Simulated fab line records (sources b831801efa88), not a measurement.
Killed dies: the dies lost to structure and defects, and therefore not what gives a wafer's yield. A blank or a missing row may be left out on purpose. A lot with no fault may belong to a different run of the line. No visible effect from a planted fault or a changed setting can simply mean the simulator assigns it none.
fab line records	flow gf180mcu
record lots=13	wafers=38	last-day=34
route steps=602 shown HV_LDD@178 V2@384 PASSIVATION@589
lots that met no fault: taken from a fault-free run of the same line
start-h: start of the lot's first displayed wafer, in hours after the record's first day	wait-h: time in hours since the lot's previous step	" repeats the value in the row above	L1.1+2: a single row standing in for several wafers	- no value present, or no start provided	* or withheld: withheld	< > ~ a bound
route shown NAME@n: a module of which the file shows steps, and the number in the route of the first	usual: mean/standard deviation of fault-free wafers	same: alike in all rows	chamber/n: place in a boat	sites: readings site by site	_std_site: the standard deviation of these	_edge_site: mean of outer sites minus mean of inner sites	radius-mm: how far each site lies from the wafer's centre	mask NAME#n: copy n	behind: the most recent tool/chamber to have shaped the wafer	hold: cause of the lot's hold/its duration in hours/its outcome	device: names the non-switching transistor (n, p or np)	end of line: the same wafers' tests at the end of the route	a step given without rows: its recipe and nothing more	killed: dies that structure and defects cost at the first sort, which is not the same as the wafer's yield	map: the dies of a wafer, with x for killed, . for not killed, _ for no die there
set.NAME: the setting as run; set.NAME@STEP: as run at that earlier step	model.NAME: the simulator's own value behind a step, which no gauge read
one table for each step of the route and one row for each wafer, over a sample of lots
services: when a tool's chamber went out of use (start-h, in hours from the record's first day, below 0 if earlier), for how many hours, and the reason
## steps
# step GF_HV_LDD_COAT_02
# recipe resist=NOVOLAK	spin-rpm=3000	resist-thk-nm=1000
# usual chill-plate-temp-C=23.01/0.11
lot.wafer	tool	chamber	start-h	wait-h	chill-plate-temp-C
L680.3	litho-track-01	0	209.26	0.1	22.95
L680.4	"	0	"	"	22.79
L680.6	"	0	"	"	22.90
L682.3	litho-track-01	0	221.06	0.1	23.05
L682.5	"	0	"	"	22.97
L682.6	"	0	"	"	23.11
L683.1	litho-track-03	0	233.99	0.1	22.95
L683.4	"	0	"	"	22.92
L683.5	"	0	"	"	22.95
L685.2	litho-track-01	0	244.68	0.1	23.02
L685.3	"	0	"	"	22.76
L685.5	"	0	"	"	22.97
L686.2	litho-track-02	0	254.76	0.1	23.01
L686.4	"	0	"	"	23.03
L686.6	"	0	"	"	23.02
L687.1	litho-track-01	0	264.31	0.1	23.13
L687.4	"	0	"	"	22.89
L687.6	"	0	"	"	23.02
L688.2	litho-track-02	0	264.31	0.1	22.99
L688.5	"	0	"	"	22.85
L688.6	"	0	"	"	22.96
L689.2	litho-track-02	0	273.31	0.1	22.92
L689.3	"	0	"	"	22.98
L689.4	"	0	"	"	22.94
L691.1	litho-track-02	0	287.24	0.1	23.02
L691.2	"	0	"	"	22.96
L691.6	"	0	"	"	22.99
L692.1	litho-track-03	0	292.69	0.1	22.92
L692.4	"	0	"	"	23.01
L692.6	"	0	"	"	22.80
L693.3	litho-track-02	0	303.69	0.1	22.91
L693.4	"	0	"	"	23.14
L693.6	"	0	"	"	23.11
L700.3	litho-track-03	0	347.49	0.1	23.02
L700.4	"	0	"	"	23.16
L703.3	litho-track-01	0	374.35	0.1	23.04
L703.4	"	0	"	"	23.06
L703.6	"	0	"	"	23.03
# step GF_HV_LDD_CD_MEAS_07
# recipe target-cd-nm=400
# usual cd-nm=400.1/2
lot.wafer	tool	chamber	start-h	wait-h	cd-nm
L680.3	cd-sem-01	-	217.68	0.1	400.5
L680.4	"	-	"	"	398.3
L680.6	"	-	"	"	400.5
L682.3	cd-sem-02	-	230.23	0.1	398.4
L682.5	"	-	"	"	401.4
L682.6	"	-	"	"	399.4
L683.1	cd-sem-02	-	243.54	0.1	400.5
L683.4	"	-	"	"	402.3
L683.5	"	-	"	"	402.7
L685.2	cd-sem-02	-	253.83	0.1	399.4
L685.3	"	-	"	"	400.2
L685.5	"	-	"	"	399.4
L686.2	cd-sem-01	-	264.91	0.1	400.3
L686.4	"	-	"	"	398.2
L686.6	"	-	"	"	399.9
L688.2	cd-sem-02	-	275.11	0.1	400.4
L688.5	"	-	"	"	400.6
L688.6	"	-	"	"	398.0
L687.1	cd-sem-01	-	275.26	0.1	396.7
L687.4	"	-	"	"	399.9
L687.6	"	-	"	"	397.1
L689.2	cd-sem-01	-	283.41	0.1	402.7
L689.3	"	-	"	"	401.9
L689.4	"	-	"	"	403.2
L691.1	cd-sem-02	-	297.19	0.1	401.6
L691.2	"	-	"	"	399.3
L691.6	"	-	"	"	398.7
L692.1	cd-sem-02	-	303.34	0.1	400.7
L692.4	"	-	"	"	400.5
L692.6	"	-	"	"	400.1
L693.3	cd-sem-02	-	314.33	0.1	401.5
L693.4	"	-	"	"	401.0
L693.6	"	-	"	"	402.4
L700.3	cd-sem-01	-	358.79	0.1	423.9
L700.4	"	-	"	"	422.6
L703.3	cd-sem-01	-	386.03	0.1	399.6
L703.4	"	-	"	"	402.2
L703.6	"	-	"	"	402.0
# step GF_HV_LDD_STRIP_10
# recipe chemistry=O2/N2	power-w=1400	pressure-mtorr=1500	platen-temp-c=250	o2-flow-sccm=3000	n2-flow-sccm=300	overash-fraction=0.5
# usual drypump-motor-current-A=5.9/0.5	heater-power-w=340/41	oes-product-au=0.715/0.0048	strip-time-to-endpoint-s=12.62/0.038
lot.wafer	tool	chamber	start-h	wait-h	drypump-motor-current-A	heater-power-w	oes-product-au	rf-hours-counter-h	strip-time-to-endpoint-s
L680.3	plasma-asher-03	0	217.98	0.1	6.5	385	0.717	-	12.64
L680.4	"	1	"	"	5.4	321	0.718	-	12.66
L680.6	"	1	"	"	5.4	316	0.718	-	12.65
L682.3	plasma-asher-03	0	230.53	0.1	6.5	377	0.717	-	12.66
L682.5	"	0	"	"	6.5	372	0.715	-	12.62
L682.6	"	1	"	"	5.4	319	0.723	-	12.65
L683.1	plasma-asher-03	0	243.84	0.1	6.5	387	0.712	56	12.65
L683.4	"	1	"	"	5.5	325	0.716	-	12.63
L683.5	"	1	"	"	5.5	319	0.714	-	12.64
L685.2	plasma-asher-03	1	254.11	0.1	5.4	321	0.726	57	12.61
L685.3	"	0	"	"	6.5	382	0.721	-	12.68
L685.5	"	0	"	"	6.5	381	0.707	-	12.66
L686.2	plasma-asher-04	0	265.19	0.1	5.4	287	0.717	17	12.60
L686.4	"	0	"	"	5.4	280	0.714	-	12.60
L686.6	"	0	"	"	5.4	285	0.717	-	12.55
L688.2	plasma-asher-02	0	275.39	0.1	6.4	380	0.712	62	12.60
L688.5	"	0	"	"	6.4	388	0.719	-	12.62
L688.6	"	1	"	"	5.6	334	0.720	-	12.61
L687.1	plasma-asher-03	1	275.56	0.1	5.4	322	0.723	59	12.59
L687.4	"	1	"	"	5.4	309	0.713	-	12.59
L687.6	"	0	"	"	6.5	387	0.715	-	12.59
L689.2	plasma-asher-04	1	283.69	0.1	5.3	291	0.715	19	12.64
L689.3	"	0	"	"	5.4	283	0.718	-	12.59
L689.4	"	1	"	"	5.3	293	0.714	-	12.61
L691.1	plasma-asher-02	0	297.50	0.1	6.4	390	0.726	64	12.62
L691.2	"	1	"	"	5.6	331	0.719	64	12.60
L691.6	"	1	"	"	5.6	322	0.721	-	12.60
L692.1	plasma-asher-03	1	303.64	0.1	5.5	318	0.718	62	12.69
L692.4	"	1	"	"	5.5	314	0.725	-	12.67
L692.6	"	1	"	"	5.4	318	0.711	-	12.66
L693.3	plasma-asher-02	1	314.63	0.1	5.6	316	0.710	-	12.63
L693.4	"	0	"	"	6.4	400	0.717	-	12.60
L693.6	"	1	"	"	5.6	324	0.712	-	12.59
L700.3	plasma-asher-03	0	359.09	0.1	6.5	385	0.639	-	9.87
L700.4	"	1	"	"	5.4	326	0.639	-	9.84
L703.3	plasma-asher-03	0	386.33	0.1	6.5	390	0.711	-	12.59
L703.4	"	1	"	"	5.4	323	0.714	-	12.57
L703.6	"	1	"	"	5.4	317	0.716	-	12.62
# step GF_V2_CVD_02
# recipe material=SiO2	target-thk-nm=850	precursor=TEOS	temp-c=400	time-s=94.851	rf-w=600
# usual heater-power-w=647/85
lot.wafer	tool	chamber	start-h	wait-h	heater-power-w
L680.3	pecvd-04	2	441.20	0.0	743
L680.4	"	1	"	"	657
L680.6	"	0	"	"	624
L682.3	pecvd-04	0	455.40	0.0	663
L682.5	"	2	"	"	686
L682.6	"	0	"	"	543
L683.1	pecvd-02	1	471.41	0.1	628
L683.4	"	2	"	"	481
L683.5	"	0	"	"	578
L685.2	pecvd-04	0	487.46	0.0	678
L685.3	"	2	"	"	617
L685.5	"	1	"	"	619
L686.2	pecvd-03	0	497.80	0.0	603
L686.4	"	2	"	"	872
L686.6	"	1	"	"	569
L688.2	pecvd-03	0	513.49	0.0	621
L688.5	"	0	"	"	654
L688.6	"	2	"	"	706
L687.1	pecvd-04	2	514.49	0.1	693
L687.4	"	0	"	"	599
L687.6	"	1	"	"	537
L689.2	pecvd-02	0	522.23	0.0	572
L689.3	"	2	"	"	509
L689.4	"	0	"	"	623
L691.1	pecvd-04	2	535.74	0.1	686
L691.2	"	0	"	"	644
L691.6	"	1	"	"	684
L692.1	pecvd-04	2	548.82	0.1	725
L692.4	"	2	"	"	593
L692.6	"	1	"	"	540
L693.3	pecvd-02	2	556.26	0.0	517
L693.4	"	2	"	"	574
L693.6	"	0	"	"	512
L700.3	pecvd-03	2	602.65	0.0	780
L700.4	"	0	"	"	517
L703.3	pecvd-03	2	625.54	0.0	764
L703.4	"	1	"	"	589
L703.6	"	2	"	"	823
# step GF_PASSIVATION_CVD_02
# recipe material=Si3N4	target-thk-nm=700	time-s=486.18	temp-c=400	rf-w=450
# usual heater-power-w=688/79
lot.wafer	tool	chamber	start-h	wait-h	heater-power-w
L680.3	pecvd-04	2	656.90	0.0	775
L680.4	"	2	"	"	794
L680.6	"	1	"	"	595
L682.3	pecvd-02	0	665.07	0.0	676
L682.5	"	2	"	"	554
L682.6	"	0	"	"	694
L683.1	pecvd-01	2	677.80	0.1	754
L683.4	"	0	"	"	690
L683.5	"	1	"	"	793
L685.2	pecvd-02	2	692.62	0.0	669
L685.3	"	0	"	"	670
L685.5	"	2	"	"	556
L686.2	pecvd-02	2	699.10	0.0	632
L686.4	"	1	"	"	662
L686.6	"	0	"	"	557
L688.2	pecvd-02	0	711.18	0.0	700
L688.5	"	0	"	"	579
L688.6	"	1	"	"	600
L687.1	pecvd-01	1	712.80	0.1	869
L687.4	"	1	"	"	719
L687.6	"	0	"	"	764
L689.2	pecvd-02	0	717.77	0.0	659
L689.3	"	2	"	"	603
L689.4	"	0	"	"	682
L691.1	pecvd-04	2	729.09	0.1	738
L691.2	"	1	"	"	752
L691.6	"	0	"	"	645
L692.1	pecvd-01	0	740.25	0.1	724
L692.4	"	1	"	"	868
L692.6	"	2	"	"	614
L693.3	pecvd-04	1	745.30	0.2	694
L693.4	"	0	"	"	633
L693.6	"	1	"	"	741
L700.3	pecvd-04	0	782.09	0.2	651
L700.4	"	1	"	"	737
L703.3	pecvd-04	1	799.39	0.0	737
L703.4	"	1	"	"	595
L703.6	"	2	"	"	757
# step GF_PASSIVATION_THK_MEAS_03
# recipe reads=Si3N4_of_PASSIVATION_CVD_02
# usual PASSIVATION_CVD_02_THK=703/7.2
lot.wafer	tool	chamber	start-h	wait-h	PASSIVATION_CVD_02_THK[nm]
L680.3	film-metro-02	-	657.21	0.2	690
L680.4	"	-	"	"	697
L680.6	"	-	"	"	698
L682.3	film-metro-03	-	665.44	0.2	688
L682.5	"	-	"	"	703
L682.6	"	-	"	"	703
L683.1	film-metro-03	-	678.09	0.1	705
L683.4	"	-	"	"	711
L683.5	"	-	"	"	704
L685.2	film-metro-02	-	692.91	0.2	693
L685.3	"	-	"	"	710
L685.5	"	-	"	"	707
L686.2	film-metro-03	-	699.40	0.2	700
L686.4	"	-	"	"	705
L686.6	"	-	"	"	704
L688.2	film-metro-02	-	711.47	0.2	699
L688.5	"	-	"	"	709
L688.6	"	-	"	"	715
L687.1	film-metro-04	-	713.09	0.1	701
L687.4	"	-	"	"	710
L687.6	"	-	"	"	707
L689.2	film-metro-02	-	718.06	0.2	704
L689.3	"	-	"	"	692
L689.4	"	-	"	"	707
L691.1	film-metro-02	-	729.38	0.1	695
L691.2	"	-	"	"	691
L691.6	"	-	"	"	700
L692.1	film-metro-03	-	740.54	0.1	701
L692.4	"	-	"	"	714
L692.6	"	-	"	"	704
L693.3	film-metro-03	-	745.61	0.2	695
L693.4	"	-	"	"	711
L693.6	"	-	"	"	711
L700.3	film-metro-03	-	782.40	0.2	709
L700.4	"	-	"	"	703
L703.3	film-metro-04	-	799.70	0.2	698
L703.4	"	-	"	"	706
L703.6	"	-	"	"	707
## services
tool	chamber	start-h	hours	kind
plasma-asher-03	-	198.51	2.8	pm
pecvd-02	1	273.71	12.6	repair
pecvd-04	0	274.42	3.7	repair
pecvd-02	-	282.60	1.0	repair
pecvd-04	2	315.08	19.7	repair
pecvd-02	-	317.04	0.2	repair
pecvd-04	-	377.68	2.8	pm
plasma-asher-03	-	416.59	3.8	repair
pecvd-04	1	461.76	6.2	repair
pecvd-04	-	478.77	1.5	repair
pecvd-02	-	516.11	5.2	repair
pecvd-02	1	521.99	16.7	repair
plasma-asher-03	-	524.28	0.3	repair
pecvd-02	0	551.89	4.0	repair
pecvd-04	2	584.80	15.8	repair
pecvd-04	-	591.12	14.0	pm
pecvd-02	-	618.37	0.8	pm
pecvd-02	-	635.38	2.8	pm
pecvd-04	-	662.95	0.5	repair
pecvd-04	1	722.31	4.9	repair
pecvd-04	2	743.67	18.2	repair
pecvd-04	2	774.53	8.0	repair
pecvd-02	0	792.02	6.1	repair
pecvd-02	-	799.38	14.0	pm
## key
first-sign step=GF_HV_LDD_CD_MEAS_07	reading=cd-nm	direction=up	sigmas=12	usual=400.1	struck=423.3
effect step=GF_HV_LDD_STRIP_10	reading=strip-time-to-endpoint-s	direction=down	sigmas=72	usual=*	struck=*
met-at GF_HV_LDD_COAT_02
struck-lots L700
struck-wafers L700.3,L700.4
tester-left-out L700
not-acting-at GF_V2_CVD_02,GF_PASSIVATION_CVD_02,GF_PASSIVATION_THK_MEAS_03
onset-between 292.69 347.49
fault kind=process-parameter-drift	tool=litho-track-03	chamber=-	onset-h=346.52	steps=GF_HV_LDD_COAT_02	channel=resist-thk-nm	offset=*	shape=step	end-h=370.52	scope=struck-wafers-only	acts-in=*	stated=*
# tester-left-out: of these lots the tester's yield and bins aren't shown, on N5 and GAA mostly nor the transistor test; their killed dies are dies lost to structure and defects alone, not to doping, threshold or leakage, so they don't give the yield
